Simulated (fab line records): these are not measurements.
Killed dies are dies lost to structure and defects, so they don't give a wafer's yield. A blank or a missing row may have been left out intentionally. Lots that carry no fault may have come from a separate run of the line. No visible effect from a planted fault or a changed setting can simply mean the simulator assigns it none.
fab line records	flow sky130
record lots=5	wafers=15	lastDay=50
route steps=708 shown FIELD_ISO@19 NWELL@32 DNWELL@35 PWDE@45 SALICIDE@361 PAD_OPEN@708
lots that met no fault: taken from a fault-free run of the same line
startH: the number of hours between the record's first day and the start of the first shown wafer of the lot	waitH: hours since the lot's step before	" same as the row above	L1.1+2: several wafers, shown together as one row	- value missing, or start not given	* or withheld: withheld	< > ~ a bound
route shown NAME@n: names a module that has steps shown in the file, with the first one's number in the route	usual: mean/standard deviation of fault-free wafers	same: alike in all rows	chamber/n: place in a boat	sites: per-site readings	_std_site: standard deviation across them	_edge_site: mean of outer sites minus mean of inner sites	radiusMm: how far each site lies from the wafer's centre	mask NAME#n: copy n	behind: tool/chamber where the wafer was last shaped	hold: the reason the lot was held/the length of the hold in hours/how it ended	device: names the non-switching transistor (n, p or np)	end of line: the tests these same wafers got at the end of their route	for a step that has no rows: nothing shown but its recipe	killed: the dies lost at the first sort to structure and to defects; this is not the yield of the wafer	map: dies across one wafer; x = killed, . = not, _ = none there
set.NAME: setting as actually run; set.NAME@STEP: the setting as run at that earlier step	model.NAME: the simulator's own value behind a step, which no gauge read
certain route steps with their lots: each step a table, each wafer a row
services: a tool's chamber out of use, with start hour (startH, from the record's first day; less than 0 if before it), hours out, and reason
## steps
# step SKY_FIELD_ISO_WET_ETCH_18
# recipe chemistry=H3PO4	targetDepthNm=25	tempC=160	target=Si3N4	timeS=286
# step SKY_FIELD_ISO_CLEAN_19
# recipe chemistry=SC1/SC2	mix=1:4:20	tempC=70	timeS=150
# step SKY_FIELD_ISO_CLEAN_20
# recipe chemistry=dHF	timeS=20	dilution=100:1
# step SKY_FIELD_ISO_WET_ETCH_21
# recipe chemistry=dHF	dilution=100:1	targetDepthNm=20	dry=ipaMarangoni	target=SiO2	tempC=25	timeS=400
# step SKY_FIELD_ISO_OXIDATION_22
# recipe tempC=950	ambient=O2	stabiliseS=600	purgeS=300	targetThkA=100	oxTimeS=623
# step SKY_FIELD_ISO_THK_MEAS_23
# recipe reads=SiO2_of_FIELD_ISO_OXIDATION_22
# usual FIELD_ISO_OXIDATION_01_THK=9.97/0.2
lot.wafer	tool	chamber	startH	waitH	FIELD_ISO_OXIDATION_01_THK[nm]
L556.1	filmMetro-02	-	47.43	0.0	10.27
L556.2	"	-	"	"	10.16
L556.3	"	-	"	"	10.07
L555.2	filmMetro-01	-	47.44	0.0	10.10
L555.3	"	-	"	"	9.89
L555.4	"	-	"	"	9.94
L568.1	filmMetro-01	-	106.42	0.0	9.98
L568.2	"	-	"	"	10.06
L568.3	"	-	"	"	10.00
L571.4	filmMetro-03	-	119.80	0.0	9.85
L571.5	"	-	"	"	10.01
L571.6	"	-	"	"	9.90
L575.1	filmMetro-01	-	139.31	0.0	9.61
L575.3	"	-	"	"	9.60
L575.5	"	-	"	"	9.57
# step SKY_FIELD_ISO_CVD_24
# recipe material=SiO2	targetThkNm=595	tempC=650	sigmaOpenFrac=0.3	timeS=99.2	sih4FlowSccm=60	pressureMtorr=6
# step SKY_FIELD_ISO_THK_MEAS_25
# recipe reads=SiO2_of_FIELD_ISO_CVD_24
# usual FIELD_ISO_CVD_24_THK=595/8
lot.wafer	tool	chamber	startH	waitH	FIELD_ISO_CVD_24_THK[nm]
L556.1	filmMetro-03	-	47.56	0.0	599
L556.2	"	-	"	"	603
L556.3	"	-	"	"	595
L555.2	filmMetro-01	-	47.64	0.0	601
L555.3	"	-	"	"	600
L555.4	"	-	"	"	595
L568.1	filmMetro-03	-	106.55	0.0	601
L568.2	"	-	"	"	595
L568.3	"	-	"	"	591
L571.4	filmMetro-01	-	119.94	0.0	590
L571.5	"	-	"	"	604
L571.6	"	-	"	"	600
L575.1	filmMetro-02	-	139.44	0.0	586
L575.3	"	-	"	"	599
L575.5	"	-	"	"	598
# step SKY_FIELD_ISO_ANNEAL_26
# recipe tempC=1000	timeS=1800	ambient=N2
# step SKY_FIELD_ISO_CMP_27
# recipe stopOn=Si3N4	tOverpolishS=16	downForcePsi=4	platenRpm=60	targetThkNm=457.8	padVelocityMS=0.94248
# usual motorCurrentA=12.5/1.2	overpolishRunS=15.999/0.0089	timeToEndpointS=108/4.9
lot.wafer	tool	chamber	startH	waitH	motorCurrentA	overpolishRunS	timeToEndpointS
L556.2	cmp-02	1	49.30	0.0	12.4	15.997	115
L556.1	"	3	"	"	11.6	16.012	112
L556.3	"	0	"	"	13.2	16.005	117
L555.4	cmp-01	1	49.35	0.1	13.8	15.982	108
L555.3	"	2	"	"	11.6	15.988	109
L555.2	"	3	"	"	12.0	15.984	110
L568.1	cmp-01	2	109.31	0.0	11.3	15.977	107
L568.2	"	0	"	"	15.2	15.993	108
L568.3	"	1	"	"	14.3	16.009	100
L571.4	cmp-02	3	121.52	0.1	12.3	16.000	107
L571.6	"	2	"	"	11.2	15.997	116
L571.5	"	3	"	"	12.2	15.983	112
L575.1	cmp-02	1	141.00	0.0	12.4	15.993	114
L575.3	"	0	"	"	12.6	15.986	116
L575.5	"	1	"	"	12.3	16.000	118
# step SKY_FIELD_ISO_WET_ETCH_28
# recipe chemistry=dHF	targetDepthNm=23.7	target=SiO2	dilution=10:1	tempC=25	timeS=47
# step SKY_FIELD_ISO_WET_ETCH_29
# recipe chemistry=H3PO4	targetDepthNm=160	target=Si3N4	tempC=160	timeS=1825
# step SKY_FIELD_ISO_WET_ETCH_30
# recipe chemistry=dHF	targetDepthNm=25	target=SiO2	dilution=10:1	tempC=25	timeS=50
# usual bathHeatDutyPct=6.0/0.59	tempC=25.00/0.12
lot.wafer	tool	chamber	startH	waitH	bathHeatDutyPct	tempC	model.SiO2_of_FIELD_ISO_CVD_24.thkNm
L555.2	wetBench-01	0	50.14	0.0	6.4	25.14	403.6
L555.3	"	0	"	"	7.0	25.17	404.4
L555.4	"	0	"	"	5.6	25.03	404.3
L556.1	wetBench-01	2	50.14	0.0	7.3	24.99	404.8
L556.2	"	2	"	"	7.0	24.92	405.4
L556.3	"	2	"	"	6.9	25.00	405.4
L568.1	wetBench-01	1	110.68	0.0	25.5	41.68	381.2
L568.2	"	1	"	"	27.8	41.75	382.5
L568.3	"	1	"	"	28.4	41.82	380.9
L571.4	wetBench-02	3	122.82	0.0	6.4	25.02	404.8
L571.5	"	3	"	"	6.3	24.89	405.3
L571.6	"	3	"	"	5.5	25.07	406.6
L575.1	wetBench-02	2	142.36	0.0	5.4	25.06	405.2
L575.3	"	2	"	"	5.8	24.84	406.7
L575.5	"	2	"	"	5.5	25.14	404.7
# step SKY_NWELL_CLEAN_00
# recipe chemistry=SC1/SC2	mix=1:4:20	tempC=70	timeS=150	dry=n2Spin
# step SKY_NWELL_OXIDATION_01
# recipe tempC=900	ambient=O2	stabiliseS=600	purgeS=300	targetThkA=100	oxTimeS=1418
# step SKY_NWELL_THK_MEAS_02
# recipe reads=SiO2_of_NWELL_OXIDATION_01
# usual NWELL_OXIDATION_THK=9.94/0.16
lot.wafer	tool	chamber	startH	waitH	NWELL_OXIDATION_THK[nm]
L556.1	filmMetro-04	-	53.07	0.0	9.84
L556.2	"	-	"	"	9.85
L556.3	"	-	"	"	9.87
L555.2	filmMetro-03	-	53.14	0.1	10.00
L555.3	"	-	"	"	10.00
L555.4	"	-	"	"	10.04
L568.1	filmMetro-04	-	114.29	0.0	10.12
L568.2	"	-	"	"	9.97
L568.3	"	-	"	"	10.06
L571.4	filmMetro-01	-	124.36	0.0	10.10
L571.5	"	-	"	"	10.11
L571.6	"	-	"	"	10.39
L575.1	filmMetro-01	-	143.91	0.0	9.99
L575.3	"	-	"	"	10.02
L575.5	"	-	"	"	9.91
# step SKY_DNWELL_DEHYDRATE_00
# recipe tempC=200	timeS=60
# step SKY_DNWELL_HMDS_01
# recipe primeTimeS=60	primeTempC=120
# step SKY_DNWELL_COAT_02
# recipe spinRpm=2000	resistThkNm=3000
# step SKY_DNWELL_SOFTBAKE_03
# recipe tempC=110	timeS=withheld
# step SKY_DNWELL_EXPOSE_04
# recipe maskId=DNM	na=0.57	targetCdNm=3000	doseMj=222
# step SKY_DNWELL_PEB_05
# recipe tempC=115	timeS=withheld
# step SKY_DNWELL_DEVELOP_06
# recipe wallAngleDeg=90	developer=TMAH	developTimeS=60	devTempC=23
# step SKY_DNWELL_IMPLANT_07
# recipe species=P	energyKev=withheld	doseCm2=withheld	tiltDeg=withheld
# step SKY_DNWELL_STRIP_08
# recipe chemistry=O2/N2	powerW=1400	pressureMtorr=1500	platenTempC=withheld	o2FlowSccm=3000	n2FlowSccm=300	overashFraction=0.5
# usual drypumpMotorCurrentA=5.8/0.51	oesProductAu=0.722/0.0043	stripTimeToEndpointS=36.97/0.11
lot.wafer	tool	chamber	startH	waitH	drypumpMotorCurrentA	oesProductAu	rfHoursCounterH	stripTimeToEndpointS
L556.1	plasmaAsher-04	1	68.92	0.1	6.1	0.723	38	37.11
L556.2	"	0	"	"	5.8	0.725	38	36.96
L556.3	"	0	"	"	5.8	0.727	-	37.03
L555.2	plasmaAsher-01	0	69.27	0.1	6.6	0.721	38	36.96
L555.3	"	1	"	"	5.5	0.715	-	36.98
L555.4	"	0	"	"	6.6	0.714	-	37.07
L568.1	plasmaAsher-02	1	132.71	0.1	5.5	0.712	44	36.99
L568.2	"	0	"	"	4.9	0.729	44	36.96
L568.3	"	0	"	"	4.9	0.726	-	37.03
L571.4	plasmaAsher-01	1	143.51	0.1	5.5	0.721	-	36.88
L571.5	"	1	"	"	5.5	0.717	-	36.98
L571.6	"	0	"	"	6.6	0.723	-	37.03
L575.1	plasmaAsher-04	0	164.30	0.1	5.8	0.721	48	37.11
L575.3	"	1	"	"	6.1	0.724	-	37.06
L575.5	"	0	"	"	5.8	0.725	-	37.18
# step SKY_DNWELL_TW_MEAS_09
# usual DNWELL_TW=1119/9.4
lot.wafer	tool	chamber	startH	waitH	DNWELL_TW
L556.1	filmMetro-03	-	69.02	0.1	1126
L556.2	"	-	"	"	1127
L556.3	"	-	"	"	1124
L555.2	filmMetro-04	-	69.38	0.1	1118
L555.3	"	-	"	"	1122
L555.4	"	-	"	"	1117
L568.1	filmMetro-04	-	132.81	0.1	1111
L568.2	"	-	"	"	1113
L568.3	"	-	"	"	1111
L571.4	filmMetro-04	-	143.61	0.1	1120
L571.5	"	-	"	"	1117
L571.6	"	-	"	"	1115
L575.1	filmMetro-03	-	164.40	0.1	1117
L575.3	"	-	"	"	1119
L575.5	"	-	"	"	1122
# step SKY_PWDE_DEHYDRATE_00
# recipe tempC=200	timeS=60
# step SKY_PWDE_HMDS_01
# recipe primeTimeS=60	primeTempC=120
# step SKY_PWDE_COAT_02
# recipe spinRpm=2000	resistThkNm=3022
# step SKY_PWDE_SOFTBAKE_03
# recipe tempC=110	timeS=withheld
# step SKY_PWDE_EXPOSE_04
# recipe maskId=PWDEM	na=0.6	sourceShape=conventional	sigmaOuter=0.6	polarization=unpolarized	targetCdNm=840	doseMj=214
# step SKY_PWDE_PEB_05
# recipe tempC=115	timeS=withheld
# step SKY_PWDE_DEVELOP_06
# recipe wallAngleDeg=90	developer=TMAH	developTimeS=60	devTempC=23
# step SKY_PWDE_OVL_MEAS_07
# usual PWDE_OVL=0.0/1.4
lot.wafer	tool	chamber	startH	waitH	PWDE_OVL[nm]
L556.1	overlay-02	-	85.25	-	-0.3
L556.2	"	-	"	"	-1.1
L556.3	"	-	"	"	-1.7
L555.2	overlay-02	-	85.33	-	0.5
L555.3	"	-	"	"	-2.8
L555.4	"	-	"	"	-1.5
L568.1	overlay-02	-	151.55	-	1.4
L568.2	"	-	"	"	0.8
L568.3	"	-	"	"	0.0
L571.4	overlay-01	-	164.14	-	-0.1
L571.5	"	-	"	"	1.5
L571.6	"	-	"	"	-1.0
L575.1	overlay-01	-	185.00	-	1.9
L575.3	"	-	"	"	0.1
L575.5	"	-	"	"	-3.1
# step SKY_PWDE_IMPLANT_08
# recipe species=B	energyKev=150	doseCm2=3.6e+12	tiltDeg=withheld
# step SKY_PWDE_STRIP_09
# recipe chemistry=O2/N2	powerW=1400	pressureMtorr=1500	platenTempC=withheld	o2FlowSccm=3000	n2FlowSccm=300	overashFraction=0.5
# usual drypumpMotorCurrentA=5.9/0.46	oesProductAu=0.723/0.0046	stripTimeToEndpointS=37.22/0.091
lot.wafer	tool	chamber	startH	waitH	drypumpMotorCurrentA	oesProductAu	rfHoursCounterH	stripTimeToEndpointS
L556.1	plasmaAsher-03	0	85.43	0.1	6.1	0.723	28	37.21
L556.2	"	1	"	"	5.1	0.726	28	37.16
L556.3	"	0	"	"	6.1	0.718	-	37.25
L555.2	plasmaAsher-01	1	85.51	0.1	5.5	0.722	40	37.35
L555.3	"	1	"	"	5.5	0.723	-	37.42
L555.4	"	0	"	"	6.6	0.721	-	37.22
L568.1	plasmaAsher-01	1	151.73	0.1	5.5	0.717	3	37.13
L568.2	"	0	"	"	6.6	0.719	3	37.16
L568.3	"	0	"	"	6.6	0.717	-	37.26
L571.4	plasmaAsher-01	0	164.34	0.1	6.6	0.721	-	37.25
L571.5	"	0	"	"	6.6	0.724	-	37.29
L571.6	"	1	"	"	5.5	0.717	-	37.41
L575.1	plasmaAsher-04	0	185.18	0.1	5.8	0.732	50	37.28
L575.3	"	1	"	"	6.1	0.721	-	37.14
L575.5	"	1	"	"	6.1	0.720	-	37.30
# step SKY_PWDE_TW_MEAS_10
# usual PWDE_TW=374.8/2.8
lot.wafer	tool	chamber	startH	waitH	PWDE_TW
L556.1	filmMetro-01	-	85.53	0.1	376.7
L556.2	"	-	"	"	378.9
L556.3	"	-	"	"	377.4
L555.2	filmMetro-04	-	85.62	0.1	372.8
L555.3	"	-	"	"	373.6
L555.4	"	-	"	"	373.0
L568.1	filmMetro-04	-	151.83	0.1	371.5
L568.2	"	-	"	"	373.1
L568.3	"	-	"	"	372.5
L571.4	filmMetro-04	-	164.44	0.1	370.1
L571.5	"	-	"	"	370.4
L571.6	"	-	"	"	370.7
L575.1	filmMetro-03	-	185.28	0.1	379.1
L575.3	"	-	"	"	377.2
L575.5	"	-	"	"	377.8
# step SKY_NWELL_DEHYDRATE_03
# recipe tempC=200	timeS=60
# step SKY_NWELL_HMDS_04
# recipe primeTimeS=60	primeTempC=120
# step SKY_NWELL_COAT_05
# recipe spinRpm=2000	resistThkNm=3000
# step SKY_NWELL_SOFTBAKE_06
# recipe tempC=110	timeS=withheld
# step SKY_NWELL_EXPOSE_07
# recipe maskId=NWM	na=0.6	sourceShape=conventional	sigmaOuter=0.6	polarization=unpolarized	targetCdNm=840	doseMj=255
# step SKY_SALICIDE_CLEAN_00
# recipe chemistry=HF-last	timeS=30	dilution=100:1	dry=ipaMarangoni
lot.wafer	tool	chamber	startH	waitH	model.SiO2_of_FIELD_ISO_CVD_24.thkNm
L556.1	wetBench-04	0	669.47	0.1	359.1
L556.2+3	"	0	"	"	359.9
L555.2	wetBench-02	2	671.26	0.1	357.8
L555.3	"	2	"	"	358.7
L555.4	"	2	"	"	358.5
L568.1	wetBench-02	1	766.02	0.1	335.7
L568.2	"	1	"	"	337
L568.3	"	1	"	"	335.5
L571.4	wetBench-03	0	820.33	0.0	359.2
L571.5	"	0	"	"	359.7
L571.6	"	0	"	"	361
L575.1	wetBench-03	0	822.30	0.1	359.4
L575.3	"	0	"	"	360.8
L575.5	"	0	"	"	358.8
# step SKY_PAD_OPEN_PROBE_99
# usual killed_at_M0_to_M3=44/6.9	killed_at_M4_up=3.3/2	killedAtContacts=25/5.4	killedAtFrontEnd=16/4.6	killedAtOther=0.2/0.51	killedDies=88/8.9	killedOpen=48/6.8	killedShort=39/5.8
# same grossDies=492	killedAtBackSide=0
lot.wafer	tool	chamber	startH	waitH	killed_at_M0_to_M3	killed_at_M4_up	killedAtContacts	killedAtFrontEnd	killedAtOther	killedDies	killedOpen	killedShort	model.etest.res_p_drift_20v.lineOhmUm	model.etest.res_p_drift_20v.rsOhmSq	model.etest.capPolyToWell.cAfUm2	model.etest.capLiToPoly.cAfUm2	model.etest.fieldP.vtV	model.etest.fieldN.vtV	model.etest.sramNfetPass.offLog10AUm	model.etest.sonosProgrammed.offLog10AUm
L556.1	prober-02	-	1091.94	0.1	39	1	30	15	0	85	52	32	1.14e+04	9357	92.61	90.43	-38.42	36	-12.63	-14.03
L556.2	prober-02	-	1091.99	0.1	44	0	21	13	0	78	45	33	1.202e+04	1.005e+04	87.67	91.97	-40.92	36.66	-12.73	-14.08
L556.3	prober-02	-	1092.04	0.2	50	1	28	22	0	101	52	49	1.183e+04	9687	91.39	93.69	-39.92	36.52	-12.93	-13.93
L555.2	prober-01	-	1094.51	0.1	51	4	25	12	0	92	53	39	1.15e+04	9372	91.44	91.27	-40.31	35.77	-12.57	-13.88
L555.3	prober-01	-	1094.56	0.2	34	5	25	18	0	82	36	45	1.1e+04	9120	94.11	93.16	-39.18	35.43	-12.79	-13.99
L555.4	prober-01	-	1094.61	0.2	44	5	27	12	1	89	50	39	1.141e+04	9774	90.1	89.06	-41.06	35.92	-12.53	-13.9
L568.1	prober-02	-	1159.38	0.1	62	6	18	16	0	102	58	44	1.071e+04	8800	95.79	86.92	-35.76	33.7	-11.83	-13.49
L568.2	prober-02	-	1159.43	0.1	49	2	21	15	0	87	50	36	1.026e+04	8432	98.16	87.28	-33.79	32	-11.85	-13.68
L568.3	prober-02	-	1159.48	0.2	54	6	15	15	1	91	43	46	9664	8013	99.31	88.22	-32.2	30.72	-11.92	-13.25
L575.1	prober-01	-	1198.28	0.1	47	7	12	22	0	88	43	44	1.392e+04	1.175e+04	88.1	93.81	-44.05	36.12	-12.73	-13.89
L575.3	prober-01	-	1198.38	0.2	50	1	17	11	0	79	45	34	1.241e+04	1.039e+04	91	93.89	-41.38	35.75	-12.77	-13.97
L575.5	prober-01	-	1198.48	0.2	62	1	26	9	0	98	53	45	1.28e+04	1.062e+04	91.26	89.13	-41.84	35.99	-12.77	-14.04
L571.4	prober-02	-	1198.43	0.2	48	4	30	16	1	99	55	44	1.109e+04	9374	88.58	93.29	-42.8	35.36	-12.65	-13.98
L571.5	prober-02	-	1198.48	0.2	37	2	27	17	0	83	46	37	1.037e+04	8707	93.11	92.44	-40.36	35.48	-13.05	-13.94
L571.6	prober-02	-	1198.53	0.2	48	5	23	12	0	88	54	34	1.134e+04	9523	88.5	91.7	-43.64	35.17	-12.95	-13.96
# killed by level:class
L556.1 CONTACT:geometricParticle:open=11 LI_CONTACT:geometricParticle:open=9 VIA3:geometricParticle:open=7 VIA2:geometricParticle:open=7 METAL3:geometricParticle:short=6 POLY_GATE:geometricParticle:open=5 FIELD_ISO:geometricParticle:open=4 CONTACT:geometricParticle:short=4
L556.2 VIA1:geometricParticle:open=11 LI_CONTACT:geometricParticle:open=9 VIA2:geometricParticle:open=9 CONTACT:geometricParticle:open=5 METAL2:geometricParticle:short=5 FIELD_ISO:geometricParticle:short=4 VIA1:geometricParticle:short=4 METAL1:geometricParticle:short=4
L556.3 VIA1:geometricParticle:open=10 LI_CONTACT:geometricParticle:open=9 FIELD_ISO:geometricParticle:open=7 METAL2:geometricParticle:short=7 CONTACT:geometricParticle:open=6 VIA3:geometricParticle:open=6 METAL1:geometricParticle:short=5 VIA2:geometricParticle:open=5
L555.2 CONTACT:geometricParticle:open=15 VIA1:geometricParticle:open=11 VIA2:geometricParticle:open=9 METAL3:geometricParticle:short=7 VIA1:geometricParticle:short=5 LI_CONTACT:geometricParticle:open=4 METAL1:geometricParticle:short=4 VIA2:geometricParticle:short=4
L555.3 VIA1:geometricParticle:open=11 POLY_GATE:geometricParticle:short=10 CONTACT:geometricParticle:short=8 METAL1:geometricParticle:short=5 LOCAL_INTERCONNECT:geometricParticle:open=4 CONTACT:geometricParticle:open=4 VIA1:geometricParticle:short=4 FIELD_ISO:geometricParticle:short=3
L555.4 VIA1:geometricParticle:open=13 CONTACT:geometricParticle:open=10 LI_CONTACT:geometricParticle:open=8 VIA1:geometricParticle:short=8 VIA2:geometricParticle:open=6 METAL1:geometricParticle:short=4 VIA2:geometricParticle:short=4 VIA3:geometricParticle:open=4
L568.1 VIA1:geometricParticle:open=18 VIA3:geometricParticle:open=12 VIA2:geometricParticle:open=8 METAL1:geometricParticle:short=8 VIA3:geometricParticle:short=6 METAL4:geometricParticle:short=5 FIELD_ISO:geometricParticle:open=4 LI_CONTACT:geometricParticle:open=4
L568.2 VIA1:geometricParticle:open=18 VIA3:geometricParticle:open=8 POLY_GATE:geometricParticle:short=7 CONTACT:geometricParticle:open=7 VIA2:geometricParticle:open=6 CONTACT:geometricParticle:short=4 METAL1:geometricParticle:short=4 VIA1:geometricParticle:short=4
L568.3 VIA2:geometricParticle:open=9 VIA3:geometricParticle:open=8 VIA1:geometricParticle:short=7 METAL2:geometricParticle:short=7 VIA1:geometricParticle:open=6 LI_CONTACT:geometricParticle:open=6 METAL4:geometricParticle:short=5 METAL1:geometricParticle:short=5
L575.1 VIA1:geometricParticle:open=17 FIELD_ISO:geometricParticle:short=6 CONTACT:geometricParticle:open=6 VIA2:geometricParticle:open=6 FIELD_ISO:geometricParticle:open=5 POLY_GATE:geometricParticle:short=5 VIA1:geometricParticle:short=5 VIA2:geometricParticle:short=5
L575.3 VIA3:geometricParticle:open=10 VIA2:geometricParticle:open=8 VIA1:geometricParticle:open=8 LOCAL_INTERCONNECT:geometricParticle:short=5 METAL1:geometricParticle:short=5 LI_CONTACT:geometricParticle:open=4 CONTACT:geometricParticle:open=4 CONTACT:geometricParticle:short=4
L571.4 LI_CONTACT:geometricParticle:open=12 METAL1:geometricParticle:short=9 VIA3:geometricParticle:open=7 CONTACT:geometricParticle:open=7 VIA1:geometricParticle:open=7 VIA2:geometricParticle:open=7 POLY_GATE:geometricParticle:open=6 LI_CONTACT:geometricParticle:short=4
L571.5 CONTACT:geometricParticle:open=10 VIA1:geometricParticle:open=7 VIA3:geometricParticle:open=6 LI_CONTACT:geometricParticle:open=6 VIA1:geometricParticle:short=6 METAL1:geometricParticle:short=5 POLY_GATE:geometricParticle:short=4 POLY_GATE:geometricParticle:open=4
L575.5 VIA1:geometricParticle:open=14 METAL2:geometricParticle:short=10 CONTACT:geometricParticle:open=8 LI_CONTACT:geometricParticle:open=8 VIA1:geometricParticle:short=8 VIA2:geometricParticle:open=7 VIA3:geometricParticle:open=7 CONTACT:geometricParticle:short=6
L571.6 VIA1:geometricParticle:open=10 VIA2:geometricParticle:open=8 VIA3:geometricParticle:open=7 CONTACT:geometricParticle:open=7 VIA1:geometricParticle:short=6 LI_CONTACT:geometricParticle:open=6 CONTACT:geometricParticle:short=6 POLY_GATE:geometricParticle:open=5
## services
tool	chamber	startH	hours	kind
cmp-02	-	34.66	1.0	repair
cmp-02	-	37.40	2.5	repair
cmp-02	-	45.02	3.9	pm
cmp-02	-	51.10	0.5	repair
cmp-02	-	53.30	2.6	repair
cmp-02	-	64.00	4.0	pm
plasmaAsher-04	-	65.20	2.8	pm
cmp-02	-	71.39	0.4	repair
plasmaAsher-01	-	108.75	9.0	pm
cmp-02	-	123.69	2.6	repair
cmp-02	-	152.89	1.1	repair
wetBench-02	-	174.80	2.5	repair
cmp-02	-	191.83	0.8	repair
cmp-02	-	273.90	4.7	pm
plasmaAsher-04	-	321.85	14.6	pm
cmp-02	-	334.90	1.3	repair
cmp-02	-	347.96	15.2	repair
plasmaAsher-01	-	404.60	1.0	repair
wetBench-02	-	424.49	4.4	pm
wetBench-02	-	433.74	0.9	repair
wetBench-02	-	515.21	3.2	repair
wetBench-02	-	578.03	2.9	repair
plasmaAsher-01	-	705.27	3.0	repair
plasmaAsher-01	-	811.22	5.8	repair
## key
firstSign step=SKY_FIELD_ISO_WET_ETCH_30	reading=tempC	direction=up	sigmas=99+	usual=*	struck=*
effect step=SKY_FIELD_ISO_WET_ETCH_30	reading=bathHeatDutyPct	direction=up	sigmas=36	usual=6.0	struck=27.3
modelEffect step=SKY_FIELD_ISO_WET_ETCH_30	value=SiO2_of_FIELD_ISO_CVD_24.thkNm	without=404.2	struck=381.5
modelEffect step=SKY_SALICIDE_CLEAN_00	value=SiO2_of_FIELD_ISO_CVD_24.thkNm	without=358.7	struck=336.1
modelEffect step=SKY_PAD_OPEN_PROBE_99	value=etest.res_p_drift_20v.lineOhmUm	without=1.16e+04	struck=1.021e+04
metAt SKY_FIELD_ISO_WET_ETCH_30
struckWafers L568.1,L568.2,L568.3
testerLeftOut L568
fault kind=processParameterDrift	tool=wetBench-01	chamber=1	onsetH=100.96	steps=SKY_FIELD_ISO_WET_ETCH_30	channel=tempC	offset=*	shape=step	endH=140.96	actsIn=*	stated=*
# testerLeftOut: of these lots the tester's yield and bins aren't shown, on N5 and GAA mostly nor the transistor test; their killed dies are dies lost to structure and defects alone, not to doping, threshold or leakage, so they don't give the yield
